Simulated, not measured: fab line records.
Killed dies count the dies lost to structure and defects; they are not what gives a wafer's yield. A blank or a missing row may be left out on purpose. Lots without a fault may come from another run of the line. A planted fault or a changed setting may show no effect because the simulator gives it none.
Which tool was responsible? | flow sky130 | Sampling: 6 lots, 18 wafers, 2 of 708 route steps

WHAT THE GAUGES SHOWED, per wafer
SKY_SONOS_ONO_THK_MEAS_01.
lot  | measured     | on            | SONOS_ONO_OXIDATION_THK (nm)
L391 | day 11 18:29 | film_metro-04 | 2.66 2.68 2.60
L393 | day 12 19:22 | film_metro-04 | 2.64 2.68 2.61
L400 | day 15 02:01 | film_metro-04 | 2.66 2.64 2.64
L402 | day 15 13:07 | film_metro-04 | 2.53 2.53 2.55
L405 | day 16 08:17 | film_metro-01 | 2.54 2.54 2.58
L409 | day 17 21:13 | film_metro-01 | 2.60 2.54 2.53

WHICH TOOL RAN EACH LOT (tool, then ch and the chambers of the sampled wafers, then the start)
lot  | SKY_VT_ADJUST_HVTR_STRIP_10
L391 | plasma_asher-02 ch 0,1, day 9 18:04
L393 | plasma_asher-01 ch 1, day 10 13:16
L400 | plasma_asher-04 ch 0,1, day 12 19:47
L402 | plasma_asher-01 ch 0,1, day 13 04:52
L405 | plasma_asher-01 ch 0,1, day 13 22:40
L409 | plasma_asher-01 ch 0,1, day 15 10:16
- SKY_VT_ADJUST_HVTR_STRIP_10: strips in O2/N2.

THE ANSWER, worked out from the rows above alone
Rule: what is usual is taken from the lots themselves. Put in order of their means at a reading, lots are off if they are a third of the lots or fewer, leave a main group of 4 or more, and stand apart from it by a gap of 3 or more times the standard deviation of the main group's means; of several such gaps the widest counts. A main group whose means are all the same, to the digits that the tables above print for the reading, isn't used. Also off: a lot with no number at a reading for which 4 or more lots have one. Any other lot the step has rows for is counted as sound.
Nothing can be told from this: no lot is off at any reading shown.

WHAT THE SIMULATOR HAD INSERTED
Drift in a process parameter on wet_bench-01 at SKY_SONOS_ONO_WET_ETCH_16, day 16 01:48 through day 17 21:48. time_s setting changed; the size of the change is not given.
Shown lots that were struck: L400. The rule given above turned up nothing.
